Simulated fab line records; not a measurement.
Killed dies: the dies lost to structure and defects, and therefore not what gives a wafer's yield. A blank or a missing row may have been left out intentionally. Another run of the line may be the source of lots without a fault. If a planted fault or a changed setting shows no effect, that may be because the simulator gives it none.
Chamber matching -- flow gf180mcu -- GF_V5_CMP_26 on cmp-01: 4 sister chambers
The step polishes, stops on SiO2, t overpolish 15 s, target thk 0 nm. 4 wafers are shown with their chamber, then 11 later ones without.

WAFERS PAIRED WITH THEIR CHAMBERS
wafer,chamber,motor-current-A (A)
L084.1,2,11.6
L085.2,3,12.8
L085.6,1,9.5
L086.1,0,11.8

WAFERS MISSING THEIR CHAMBER
wafer,motor-current-A (A)
L086.3,12.1
L086.6,12.1
L088.1,10.7
L088.2,12.3
L088.4,12.0
L089.1,10.3
L089.2,11.2
L089.3,12.6
L092.1,10.2
L092.3,12.4
L092.6,12.0

THE CHAMBER EACH PASSED THROUGH
wafer,from the rows above,in truth
L086.3,can't be placed: 0 or 2 or 3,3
L086.6,can't be placed: 0 or 2 or 3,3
L088.1,can't be placed: 2 or 0 or 1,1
L088.2,can't be placed: 0 or 3 or 2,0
L088.4,can't be placed: 0 or 2 or 3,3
L089.1,can't be placed: 1 or 2 or 0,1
L089.2,can't be placed: 2 or 0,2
L089.3,can't be placed: 3 or 0 or 2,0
L092.1,can't be placed: 1 or 2 or 0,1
L092.3,can't be placed: 3 or 0 or 2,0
L092.6,can't be placed: 0 or 2 or 3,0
Correctly placed: 0 of 11. These rows do not allow placing 11 (true chamber among the candidates in 11). 0 placed wrongly.
How it was worked out, from the rows above alone: a wafer's distance from a chamber is the root of the sum, over the readings, of the square of ((its reading less the chamber's mean) divided by the reading's scatter). The wafer belongs to the nearest chamber; if the next one is less than 2 further off, it can't be placed. Each chamber's mean is taken over the wafers shown for it. The scatter: root of mean squared gap, hidden wafer to nearest shown wafer, with one shown wafer a chamber.
